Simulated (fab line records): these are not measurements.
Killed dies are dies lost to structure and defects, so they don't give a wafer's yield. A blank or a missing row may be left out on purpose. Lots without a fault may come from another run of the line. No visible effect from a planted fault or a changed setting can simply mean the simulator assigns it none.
fab line records	flow sky130
record lots=12	wafers=36	last_day=50
route steps=708 shown POLY_GATE@218 LDD_HVN@274 PAD_OPEN@708
lots with no fault: from the same line, run without faults
start_h: start of the lot's first displayed wafer, in hours after the record's first day	wait_h: hours since the lot's step before	" repeats the value in the row above	L1.1+2: a single row standing in for several wafers	- value missing, or start not given	* or withheld: withheld	< > ~ a bound
route shown NAME@n: NAME is a module with steps in the file, n the number in the route of the first one	usual: average and standard deviation across the fault-free wafers	same: alike in all rows	chamber/n: place in a boat	sites: per-site readings	_std_site: standard deviation across them	_edge_site: inner sites' mean taken away from outer sites' mean	radius_mm: for every site, how far away it sits from the centre of the wafer	mask NAME#n: copy n	behind: the most recent tool/chamber to have shaped the wafer	hold: what put the lot on hold/how long, in hours/how the hold closed	device: whichever transistor did not switch (one of n, p or np)	end of line: tests of these same wafers at the route's end	step lacking rows: just its recipe	killed: dies lost to structure and defects at the first sort, not the wafer's yield	map: dies across one wafer; x = killed, . = not, _ = none there
set.NAME: the setting as run; set.NAME@STEP: as run at that earlier step	model.NAME: the simulator's own value behind a step, which no gauge read
steps of the route over a sample of lots; a table a step, a row a wafer
services: a tool's chamber out of use, with start hour (start_h, from the record's first day; less than 0 if before it), hours out, and reason
## steps
# step SKY_POLY_GATE_THK_MEAS_04
# recipe reads=Si3N4_of_POLY_GATE_CVD_03
# usual POLY_GATE_CVD_03_THK=74.6/0.69
lot.wafer	tool	chamber	start_h	wait_h	POLY_GATE_CVD_03_THK[nm]
L769.1	film_metro-03	-	340.56	0.0	75.1
L769.2	"	-	"	"	74.3
L769.3	"	-	"	"	75.1
L770.1	film_metro-01	-	358.95	0.0	73.5
L770.2	"	-	"	"	74.0
L770.5	"	-	"	"	73.8
L772.2	film_metro-03	-	375.62	0.0	75.4
L772.3	"	-	"	"	75.8
L772.5	"	-	"	"	75.6
L773.2	film_metro-02	-	402.94	0.0	74.6
L773.3	"	-	"	"	74.6
L773.5	"	-	"	"	74.7
L775.1	film_metro-02	-	406.08	0.0	75.4
L775.4	"	-	"	"	76.0
L775.5	"	-	"	"	74.9
L777.2	film_metro-02	-	420.00	0.0	74.8
L777.3	"	-	"	"	74.7
L777.6	"	-	"	"	74.0
L776.2	film_metro-03	-	422.40	0.0	74.2
L776.4	"	-	"	"	74.6
L776.5	"	-	"	"	74.6
L780.2	film_metro-01	-	439.99	0.0	75.1
L780.5	"	-	"	"	74.3
L780.6	"	-	"	"	74.4
L784.3	film_metro-02	-	477.82	0.0	75.0
L784.4	"	-	"	"	74.1
L784.5	"	-	"	"	74.1
L785.3	film_metro-01	-	481.61	0.0	73.9
L785.4	"	-	"	"	74.1
L785.6	"	-	"	"	74.0
L786.2	film_metro-01	-	493.18	0.0	74.9
L786.4	"	-	"	"	74.1
L786.6	"	-	"	"	74.1
L790.2	film_metro-01	-	533.20	0.0	74.1
L790.4	"	-	"	"	74.7
L790.5	"	-	"	"	74.8
# step SKY_POLY_GATE_STRIP_18
# recipe chemistry=O2/N2	power_w=1400	pressure_mtorr=1500	platen_temp_c=withheld	o2_flow_sccm=3000	n2_flow_sccm=300	overash_fraction=0.5
# usual drypump_motor_current_A=5.36/0.28	o2_flow_sccm=3001/9.5	oes_product_au=0.361/0.0043	strip_time_to_endpoint_s=3.17/0.035
# same overash_fraction=0.5
lot.wafer	tool	chamber	start_h	wait_h	drypump_motor_current_A	o2_flow_sccm	oes_product_au	rf_hours_counter_h	strip_time_to_endpoint_s
L769.1	plasma_asher-03	1	369.04	0.0	5.25	2981	0.359	24	3.10
L769.2	"	0	"	"	5.30	3014	0.361	24	3.15
L769.3	"	1	"	"	5.24	2992	0.362	-	3.17
L770.1	plasma_asher-03	1	388.24	0.0	5.24	2993	0.361	26	3.20
L770.2	"	0	"	"	5.29	3003	0.358	26	3.19
L770.5	"	1	"	"	5.24	2996	0.372	-	3.20
L772.2	plasma_asher-04	1	404.22	0.0	5.83	2991	0.364	59	3.13
L772.3	"	0	"	"	5.11	3007	0.358	-	3.15
L772.5	"	1	"	"	5.84	2994	0.360	-	3.14
L773.2	plasma_asher-02	1	433.50	0.0	5.73	2995	0.358	74	3.17
L773.3	"	1	"	"	5.74	2997	0.365	-	3.17
L773.5	"	1	"	"	5.72	3011	0.360	-	3.17
L775.1	plasma_asher-03	0	436.66	0.0	5.27	3004	0.364	31	3.20
L775.4	"	1	"	"	5.24	2999	0.364	-	3.17
L775.5	"	0	"	"	5.28	2992	0.357	-	3.16
L777.2	plasma_asher-03	1	451.30	0.0	5.24	2992	0.362	32	3.18
L777.3	"	1	"	"	5.23	3011	0.363	-	3.16
L777.6	"	0	"	"	5.29	2981	0.363	-	3.17
L776.2	plasma_asher-02	1	454.17	0.0	5.73	3011	0.363	76	3.17
L776.4	"	1	"	"	5.73	3012	0.364	-	3.20
L776.5	"	0	"	"	5.04	3012	0.363	-	3.16
L780.2	plasma_asher-02	0	471.40	0.0	5.03	3000	0.361	78	3.17
L780.5	"	0	"	"	5.06	3011	0.360	-	3.18
L780.6	"	1	"	"	5.72	2984	0.367	-	3.19
L784.3	plasma_asher-02	1	509.12	0.1	5.75	3000	0.352	-	3.18
L784.4	"	0	"	"	5.07	3000	0.360	-	3.20
L784.5	"	1	"	"	5.73	3002	0.368	-	3.16
L785.3	plasma_asher-03	0	513.17	0.1	5.29	3004	0.365	-	3.18
L785.4	"	1	"	"	5.24	3005	0.357	-	3.17
L785.6	"	1	"	"	5.25	3007	0.364	-	3.17
L786.2	plasma_asher-02	1	523.37	0.0	5.71	3001	0.366	83	3.16
L786.4	"	1	"	"	5.74	3012	0.364	-	3.22
L786.6	"	0	"	"	5.06	3008	0.370	-	3.19
L790.2	plasma_asher-04	0	563.44	0.0	5.12	2999	0.368	76	3.22
L790.4	"	1	"	"	5.87	2999	0.363	-	3.20
L790.5	"	0	"	"	5.11	3006	0.363	-	3.21
# step SKY_LDD_HVN_OVL_MEAS_07
# usual LDD_HVN_OVL=-1.0/1.7
lot.wafer	tool	chamber	start_h	wait_h	LDD_HVN_OVL[nm]
L769.1	overlay-01	-	462.56	0.1	-0.2
L769.2	"	-	"	"	-1.0
L769.3	"	-	"	"	-1.8
L770.1	overlay-02	-	484.90	0.1	1.8
L770.2	"	-	"	"	0.9
L770.5	"	-	"	"	0.7
L772.2	overlay-02	-	500.06	0.1	-3.1
L772.3	"	-	"	"	-1.2
L772.5	"	-	"	"	-2.2
L773.2	overlay-02	-	528.62	0.1	1.0
L773.3	"	-	"	"	1.4
L773.5	"	-	"	"	-1.3
L775.1	overlay-01	-	531.35	0.1	-1.7
L775.4	"	-	"	"	0.1
L775.5	"	-	"	"	-0.9
L777.2	overlay-01	-	546.22	0.1	-1.9
L777.3	"	-	"	"	-1.5
L777.6	"	-	"	"	-2.2
L776.2	overlay-02	-	551.01	0.1	-3.1
L776.4	"	-	"	"	-0.8
L776.5	"	-	"	"	-0.8
L780.2	overlay-01	-	565.66	0.1	-3.0
L780.5	"	-	"	"	-1.6
L780.6	"	-	"	"	-3.7
L784.3	overlay-02	-	601.12	0.1	1.0
L784.4	"	-	"	"	-0.3
L784.5	"	-	"	"	-0.4
L785.3	overlay-02	-	605.17	0.1	0.0
L785.4	"	-	"	"	0.1
L785.6	"	-	"	"	0.1
L786.2	overlay-02	-	614.86	0.1	0.9
L786.4	"	-	"	"	-0.6
L786.6	"	-	"	"	0.7
L790.2	overlay-02	-	653.46	0.1	-3.5
L790.4	"	-	"	"	-2.5
L790.5	"	-	"	"	-3.3
# step SKY_LDD_HVN_IMPLANT_08
# recipe species=P	energy_kev=60	dose_cm2=3e+13	tilt_deg=40
# usual beam_on_s=10.01/0.21	dose_ions_cm2=3.001e+13/3.4e+10	end_station_pressure_torr=5.11e-06/2.5e-07	faraday_current_uA=169/3.5
lot.wafer	tool	chamber	start_h	wait_h	beam_on_s	dose_ions_cm2	end_station_pressure_torr	faraday_current_uA
L769.1	implanter-01	0	462.60	0.0	9.65	3e+13	4.95e-06	174
L769.2	"	0	"	"	9.80	2.999e+13	4.84e-06	173
L769.3	"	0	"	"	10.16	3e+13	4.93e-06	168
L770.1	implanter-03	0	484.94	0.0	9.91	3.013e+13	5.59e-06	170
L770.2	"	0	"	"	9.77	3.007e+13	5.34e-06	172
L770.5	"	0	"	"	9.74	3.007e+13	5.48e-06	173
L772.2	implanter-04	0	500.12	0.0	10.11	3e+13	5.27e-06	167
L772.3	"	0	"	"	9.87	3.002e+13	5.21e-06	173
L772.5	"	0	"	"	9.91	2.999e+13	5.2e-06	172
L773.2	implanter-01	0	528.67	0.0	9.93	3e+13	5.22e-06	170
L773.3	"	0	"	"	9.78	3.001e+13	5.09e-06	174
L773.5	"	0	"	"	10.22	3.002e+13	5.31e-06	165
L775.1	implanter-03	0	531.39	0.0	10.15	2.998e+13	5.02e-06	167
L775.4	"	0	"	"	9.58	2.999e+13	5.07e-06	175
L775.5	"	0	"	"	9.80	2.999e+13	5.27e-06	172
L777.2	implanter-03	0	546.27	0.0	10.08	2.999e+13	5.36e-06	169
L777.3	"	0	"	"	10.38	3.001e+13	5.19e-06	163
L777.6	"	0	"	"	9.84	3.001e+13	5.68e-06	172
L776.2	implanter-04	0	551.07	0.0	10.25	2.998e+13	5.2e-06	166
L776.4	"	0	"	"	9.83	2.994e+13	5.39e-06	173
L776.5	"	0	"	"	9.91	3e+13	5.28e-06	171
L780.2	implanter-04	0	565.72	0.0	9.88	2.994e+13	4.82e-06	170
L780.5	"	0	"	"	10.08	3.001e+13	5.17e-06	168
L780.6	"	0	"	"	9.71	3.006e+13	5.11e-06	175
L784.3	implanter-04	0	601.20	0.1	10.08	3.002e+13	5.24e-06	168
L784.4	"	0	"	"	10.00	3.003e+13	5.26e-06	169
L784.5	"	0	"	"	10.21	3.006e+13	4.94e-06	166
L785.3	implanter-04	0	605.24	0.1	12.78	3.0849e+14	5.77e-06	1362
L785.4	"	0	"	"	12.37	3.0843e+14	5.95e-06	1401
L785.6	"	0	"	"	12.68	3.0838e+14	5.75e-06	1362
L786.2	implanter-04	0	614.92	0.0	12.51	3.0843e+14	6.4e-06	1387
L786.4	"	0	"	"	13.12	3.0842e+14	5.49e-06	1324
L786.6	"	0	"	"	12.81	3.0847e+14	6.11e-06	1352
L790.2	implanter-01	0	653.52	0.0	9.81	3.002e+13	5.26e-06	172
L790.4	"	0	"	"	10.23	3.002e+13	5.13e-06	166
L790.5	"	0	"	"	10.02	3e+13	5.25e-06	169
# step SKY_LDD_HVN_TW_MEAS_10
# usual LDD_HVN_TW=1438/8.8
lot.wafer	tool	chamber	start_h	wait_h	LDD_HVN_TW
L769.1	film_metro-01	-	462.85	0.1	1445
L769.2	"	-	"	"	1455
L769.3	"	-	"	"	1454
L770.1	film_metro-03	-	485.19	0.1	1450
L770.2	"	-	"	"	1445
L770.5	"	-	"	"	1447
L772.2	film_metro-03	-	500.35	0.1	1448
L772.3	"	-	"	"	1452
L772.5	"	-	"	"	1446
L773.2	film_metro-01	-	528.91	0.1	1434
L773.3	"	-	"	"	1433
L773.5	"	-	"	"	1426
L775.1	film_metro-02	-	531.64	0.1	1435
L775.4	"	-	"	"	1434
L775.5	"	-	"	"	1437
L777.2	film_metro-01	-	546.51	0.1	1432
L777.3	"	-	"	"	1424
L777.6	"	-	"	"	1433
L776.2	film_metro-01	-	551.30	0.1	1435
L776.4	"	-	"	"	1429
L776.5	"	-	"	"	1429
L780.2	film_metro-01	-	565.95	0.1	1434
L780.5	"	-	"	"	1428
L780.6	"	-	"	"	1443
L784.3	film_metro-02	-	601.42	0.1	1443
L784.4	"	-	"	"	1448
L784.5	"	-	"	"	1435
L785.3	film_metro-01	-	605.46	0.1	2925
L785.4	"	-	"	"	2939
L785.6	"	-	"	"	2926
L786.2	film_metro-02	-	615.15	0.1	2928
L786.4	"	-	"	"	2928
L786.6	"	-	"	"	2933
L790.2	film_metro-02	-	653.75	0.1	1437
L790.4	"	-	"	"	1442
L790.5	"	-	"	"	1443
# step SKY_PAD_OPEN_PROBE_99
# usual killed_at_M0_to_M3=43/6.6	killed_at_M4_up=2.9/1.6	killed_at_contacts=24/4.9	killed_at_front_end=15/4.5	killed_at_other=0.2/0.45	killed_dies=86/8.8	killed_open=48/6.4	killed_short=38/5.6
# same gross_dies=492	killed_at_back_side=0
lot.wafer	tool	chamber	start_h	wait_h	killed_at_M0_to_M3	killed_at_M4_up	killed_at_contacts	killed_at_front_end	killed_at_other	killed_dies	killed_open	killed_short
L777.2	prober-02	-	1133.44	0.1	46	3	17	24	1	91	51	40
L777.3	prober-02	-	1133.49	0.2	50	5	25	13	0	93	48	45
L777.6	prober-02	-	1133.64	0.2	48	1	24	19	0	92	53	39
L785.3	prober-02	-	1172.22	0.2	45	1	35	22	0	103	59	44
L785.4	prober-02	-	1172.27	0.2	55	3	25	20	0	103	43	60
L785.6	prober-02	-	1172.37	0.2	41	1	29	14	0	85	47	38
# killed by level:class
L777.2 VIA1:geometric_particle:open=11 VIA3:geometric_particle:open=9 METAL2:geometric_particle:short=6 FIELD_ISO:geometric_particle:short=5 FIELD_ISO:geometric_particle:open=5 POLY_GATE:geometric_particle:short=5 VIA3:geometric_particle:short=5 LI_CONTACT:geometric_particle:open=5
L777.3 VIA1:geometric_particle:open=13 METAL1:geometric_particle:short=9 LI_CONTACT:geometric_particle:open=8 VIA2:geometric_particle:open=7 VIA3:geometric_particle:open=7 FIELD_ISO:geometric_particle:short=5 CONTACT:geometric_particle:open=5 LOCAL_INTERCONNECT:geometric_particle:short=5
L777.6 CONTACT:geometric_particle:open=12 VIA1:geometric_particle:open=12 VIA2:geometric_particle:open=9 POLY_GATE:geometric_particle:open=7 VIA2:geometric_particle:short=7 VIA1:geometric_particle:short=6 VIA3:geometric_particle:open=5 FIELD_ISO:geometric_particle:short=4
L785.3 CONTACT:geometric_particle:open=17 VIA1:geometric_particle:open=10 METAL1:geometric_particle:short=8 FIELD_ISO:geometric_particle:open=6 LI_CONTACT:geometric_particle:open=6 VIA3:geometric_particle:open=6 FIELD_ISO:geometric_particle:short=5 CONTACT:geometric_particle:short=5
L785.4 VIA3:geometric_particle:open=11 VIA1:geometric_particle:open=10 CONTACT:geometric_particle:short=8 POLY_GATE:geometric_particle:short=7 LI_CONTACT:geometric_particle:open=6 METAL1:geometric_particle:short=6 METAL2:geometric_particle:short=6 FIELD_ISO:geometric_particle:open=5
L785.6 LI_CONTACT:geometric_particle:open=9 CONTACT:geometric_particle:open=8 VIA1:geometric_particle:open=8 VIA3:geometric_particle:open=8 CONTACT:geometric_particle:short=5 VIA1:geometric_particle:short=5 FIELD_ISO:geometric_particle:short=4 LOCAL_INTERCONNECT:geometric_particle:short=4
## services
tool	chamber	start_h	hours	kind
implanter-03	-	365.96	4.8	repair
implanter-04	-	428.47	1.7	repair
plasma_asher-03	-	433.61	1.2	repair
implanter-04	-	433.74	6.1	repair
implanter-03	-	454.57	7.4	pm
implanter-04	-	468.90	1.4	repair
implanter-04	-	478.98	0.8	repair
plasma_asher-02	-	481.67	1.0	repair
plasma_asher-03	-	482.86	15.6	pm
implanter-01	-	488.93	2.3	repair
plasma_asher-02	-	494.16	0.9	repair
plasma_asher-03	-	505.02	1.6	repair
plasma_asher-02	-	541.47	2.7	repair
plasma_asher-02	-	582.64	4.0	repair
plasma_asher-03	-	592.60	2.2	repair
plasma_asher-02	-	604.09	14.6	pm
implanter-04	-	613.84	1.0	repair
implanter-03	-	634.95	69.3	pm
## key
first_sign step=SKY_LDD_HVN_IMPLANT_08	reading=dose_ions_cm2	direction=up	sigmas=99+	usual=*	struck=*
effect step=SKY_LDD_HVN_IMPLANT_08	reading=faraday_current_uA	direction=up	sigmas=99+	usual=169	struck=1365
effect step=SKY_LDD_HVN_TW_MEAS_10	reading=LDD_HVN_TW	direction=up	sigmas=99+	usual=1438	struck=2930
met_at SKY_LDD_HVN_IMPLANT_08
struck_lots L785,L786
tester_left_out L785,L786
not_acting_at SKY_POLY_GATE_THK_MEAS_04,SKY_POLY_GATE_STRIP_18,SKY_LDD_HVN_OVL_MEAS_07
onset_between 601.20 605.24
fault kind=process_parameter_drift	tool=implanter-04	chamber=-	onset_h=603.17	steps=SKY_LDD_HVN_IMPLANT_08	channel=dose_cm2	offset=*	shape=step	end_h=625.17	acts_in=*	stated=*
# tester_left_out: of these lots the tester's yield and bins aren't shown, on N5 and GAA mostly nor the transistor test; their killed dies are dies lost to structure and defects alone, not to doping, threshold or leakage, so they don't give the yield
